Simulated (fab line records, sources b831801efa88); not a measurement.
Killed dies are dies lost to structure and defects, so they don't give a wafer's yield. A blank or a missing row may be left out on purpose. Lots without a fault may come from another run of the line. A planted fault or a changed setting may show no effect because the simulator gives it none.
One fault seen from 2 desks | flow sky130 | each desk has only its own numbers; what lay behind them comes last

THE TOOL OWNER'S DESK: pecvd-03
The tool's own readings at SKY_PASSIVATION_CVD_00 (deposits SiO2, target thk 90 nm): means of the sampled wafers that have a number, for each lot that ran on this tool. A lot is out of limits, marked OUT, if its mean lies more than 4 standard deviations from the usual mean; the brackets give that distance.
Columns: A = heater_power_w at SKY_PASSIVATION_CVD_00, usual 672 W; B = rf_fwd_power_W at SKY_PASSIVATION_CVD_00, usual 587.1 W
lot  | first seen here | A   | B
L505 | day 43 19:05    | 602 | 585.9
L506 | day 43 19:22    | 586 | 585.6
L510 | day 45 02:56    | 840 | 585.6
L511 | day 45 08:58    | 690 | 584.9
L521 | day 48 01:48    | 706 | 586.1
L526 | day 48 23:13    | 709 | 586.3
This desk's finding: nothing out of limits on any of the 6 lots.

THE METROLOGY DESK
What the gauges read, lot by lot, whatever tool the lot ran on: means of the sampled wafers that have a number. A lot is out of limits, marked OUT, if its mean lies more than 4 standard deviations from the usual mean; the brackets give that distance.
Columns: A = METAL4_OVL at SKY_METAL4_OVL_MEAS_14, usual 0 nm; B = VIA4_OVL at SKY_VIA4_OVL_MEAS_11, usual -0.2 nm; C = PASSIVATION_CVD_00_THK at SKY_PASSIVATION_THK_MEAS_01, usual 89.7 nm
lot  | first seen here | A   | B    | C
L505 | day 41 17:12    | 8   | 1.6  | 89.9
L506 | day 41 18:14    | -2  | 0.1  | 90.6
L508 | day 42 17:28    | 5   | 1.3  | 90.8
L509 | day 42 19:19    | 5   | 1.2  | 88.7
L510 | day 43 03:49    | 0   | 0.1  | 90.0
L511 | day 43 09:24    | 2   | 0.6  | 89.5
L513 | day 44 00:29    | -2  | 0.7  | 90.8
L514 | day 44 10:28    | 2   | -2.2 | 88.8
L518 | day 45 13:46    | 6   | 0.4  | 89.0
L521 | day 46 05:56    | -3  | -2.1 | 82.8 (-5.8) OUT
L526 | day 47 05:24    | -10 | -0.9 | 88.0
This desk's finding: out of limits on L521; first on L521, day 48 01:50 (PASSIVATION_CVD_00_THK at SKY_PASSIVATION_THK_MEAS_01). In limits: L505, L506, L508, L509, L510, L511, L513, L514, L518, L526.

PUT TOGETHER
The metrology desk could have raised an alarm at day 48 01:50, on L521.
The tool owner's desk saw nothing out of limits.
The tool owner's desk has L521 on record, within its limits.
Of the lots named, all ran SKY_PASSIVATION_CVD_00 on pecvd-03.

WHAT THE SIMULATOR HAD PUT IN
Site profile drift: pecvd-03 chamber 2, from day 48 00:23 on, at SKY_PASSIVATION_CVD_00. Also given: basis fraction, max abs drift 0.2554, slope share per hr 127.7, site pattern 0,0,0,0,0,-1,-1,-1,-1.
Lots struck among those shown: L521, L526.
Hours from the fault's start to each desk's first reading out of limits: the metrology desk, 1.
